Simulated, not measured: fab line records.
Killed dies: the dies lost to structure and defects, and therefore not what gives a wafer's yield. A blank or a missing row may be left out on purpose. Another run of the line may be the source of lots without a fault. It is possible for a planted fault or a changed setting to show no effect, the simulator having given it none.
Comparing a struck lot with a sound one -- flow sky130 -- 37 out of 708 route steps
Sound: these wafers, L318.1, L318.2, L318.6. Struck: wafers L328.1, L328.6 (left out: L328.4, a lot-mate that was not struck); the cause follows at the end.
For every step that has rows: the tool of each side, followed by ch and its chambers, followed by its first start. Under that, the readings that differ: sound wafers -- struck wafers -- difference of the means -- sigmas: that difference in standard deviations of wafers without a fault.
alike: readings whose means differ by less than 2 such deviations, and words and numbers that are the same on both sides. not compared: withheld readings, readings that some wafer has no value for, bounds like >300 that may hide the same value, and numbers for which the record gives no deviation and whose values overlap.
The two part at a step that has a row with sigmas, a row that says differs or no value, or rows on one side only. Non-overlapping numbers with no deviation appear without sigmas and do not part them. Lack of a reading on every wafer of one side parts them only where that side has two or more wafers.

first, 10 steps without rows for these wafers: SKY_VIA2_CLEAN_18 (cleans in IPA, time 180 s); SKY_VIA2_CLEAN_19 (cleans in O3/DIW); SKY_VIA2_SPUTTER_20 (material TiN, target thk 20 nm, time 80 s); SKY_VIA2_CVD_21 (deposits W, target thk 420 nm, time 126.4 s); SKY_VIA2_CMP_24 (polishes, stops on SiO2, t overpolish 20 s, target thk 0 nm); SKY_METAL3_SPUTTER_00 (material Ti, target thk 15 nm, time 10 s); SKY_METAL3_SPUTTER_01 (material TiN, target thk 20 nm, time 16.7 s); SKY_METAL3_SPUTTER_02 (material AlCu, target thk 735 nm, time 39.1 s); SKY_METAL3_SPUTTER_03 (material Ti, target thk 5 nm, time 3.3 s); SKY_METAL3_SPUTTER_04 (material TiN, target thk 70 nm, time 58.3 s).
SKY_CAPM_CVD_00: deposits SiO2, target thk 15.5 nm.
  sound on pecvd-02 ch 0,1,2, day 35 23:25; struck on pecvd-02 ch 0, day 39 01:58
reading,sound,struck,difference,sigmas
rf fwd power W (W),440.6 440.1 443.8,- -,no value on the struck wafers,
model.SiO2_of_CAPM_CVD_00.thk nm (nm),15.58 15.24 15.55,9.23 9.242,-6.22,
  alike: heater power w
SKY_CAPM_THK_MEAS_01:
  sound on film metro-04 at day 35 23:26; struck on film metro-04 at day 39 01:59
reading,sound,struck,difference,sigmas
CAPM_CVD_00_THK (nm),15.58 15.27 15.60,9.21 9.23,-6.26,-26
then, 23 steps without rows for these wafers: SKY_CAPM_SPUTTER_02 (material TiN, target thk 200 nm, time 166.7 s); SKY_CAPM_DEHYDRATE_05 (time 60 s); SKY_CAPM_HMDS_06 (prime time 60 s); SKY_CAPM_COAT_07 (resist thk 1140 nm); SKY_CAPM_SOFTBAKE_08 (time 60 s); SKY_CAPM_EXPOSE_09 (exposes mask CAPM, target cd 1000 nm); SKY_CAPM_PEB_10; SKY_CAPM_DEVELOP_11 (develop time 60 s); SKY_CAPM_METAL_ETCH_13 (etches TiN in Cl2/BCl3, stops on SiO2, target depth 220 nm, time 62.9 s); SKY_CAPM_STRIP_14 (strips in O2/N2); SKY_CAPM_STRIP_15 (strips in post etch residue remover, time 1200 s); SKY_CAPM_CLEAN_16 (cleans in IPA, time 180 s); SKY_CAPM_CLEAN_17 (cleans in O3/DIW); SKY_METAL3_DEHYDRATE_05 (time 60 s); SKY_METAL3_HMDS_06 (prime time 60 s); SKY_METAL3_COAT_07 (resist thk 60 nm); SKY_METAL3_COAT_08 (resist thk 1140 nm); SKY_METAL3_SOFTBAKE_09 (time 90 s); SKY_METAL3_EXPOSE_10 (exposes mask MM3, target cd 300 nm); SKY_METAL3_PEB_11; SKY_METAL3_DEVELOP_12 (develop time 60 s); SKY_METAL3_DESCUM_15 (chemistry O2, time 8 s); SKY_METAL3_ETCH_16 (etches BARC in N2/H2, stops on SiO2, time 88.2 s, target depth 60 nm).
-- the record jumps here: 2 days lie between the struck wafers' starts before and after --
SKY_METAL3_ETCH_17: etches SiO2 in C4F8/O2/Ar, stops on TiN, time 3.9 s, target depth 15 nm.
  sound on rie diel-02 ch 1,2,3, day 38 04:58; struck on rie diel-03 ch 3, day 41 07:25
reading,sound,struck,difference,sigmas
oes product au (a.u.),0.752 0.749 0.756,0.608 0.599,-0.149,-20
model.etch.depth nm (nm),15.58 15.24 15.55,9.23 9.242,-6.22,
  alike: rf fwd power W
  not compared: rf hours counter h
-- the record jumps here: 7 days lie between the struck wafers' starts before and after (it left off in module METAL3 and takes up again in module PAD_OPEN, whose first step shown is number 708 of the route) --
SKY_PAD_OPEN_PROBE_99:
  sound on prober-02 at day 45 15:59; struck on prober-02 at day 48 00:39
reading,sound,struck,difference,sigmas
model.etest.tester.sort n pass,406 412 405,0 0,-408,
model.etest.tester.sort_bin_5_pct (%),11.38 10.98 10.98,95.33 92.28,+82.69,
model.etest.tester.sort yield pct (%),82.52 83.74 82.32,0 0,-83,
model.etest.cap mim.bv v (V),14.08 13.29 13.82,8.295 8.281,-5.442,
model.etest.cap mim.leak log10 a cm2,-9.06 -8.957 -9.014,-6.248 -6.444,+2.664,
model.etest.cap mim.c ff um2,2.322 2.364 2.321,3.924 3.921,+1.587,
model.etest.tester.sort_bin_4_pct (%),0 0 0,7.726e-09 9.683e-09,+8.705e-09,
model.etest.tester.sort_bin_8_pct (%),0 0 0,1.829e-23 1.922e-25,+9.241e-24,
  alike: defect limited yield, killed_at_M0_to_M3, killed_at_M4_up, killed at contacts, killed at front end, killed at other, killed dies, killed on rim, killed open, killed short

== WHERE THEY PART ==
Last at SKY_METAL3_ETCH_17 as far as this record goes, first at SKY_CAPM_CVD_00. Later steps at which nothing parts them and some readings are alike: SKY_PAD_OPEN_PROBE_99.

WHY: what the simulator had put in
pecvd-02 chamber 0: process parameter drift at SKY_CAPM_CVD_00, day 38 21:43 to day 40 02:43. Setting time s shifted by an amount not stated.
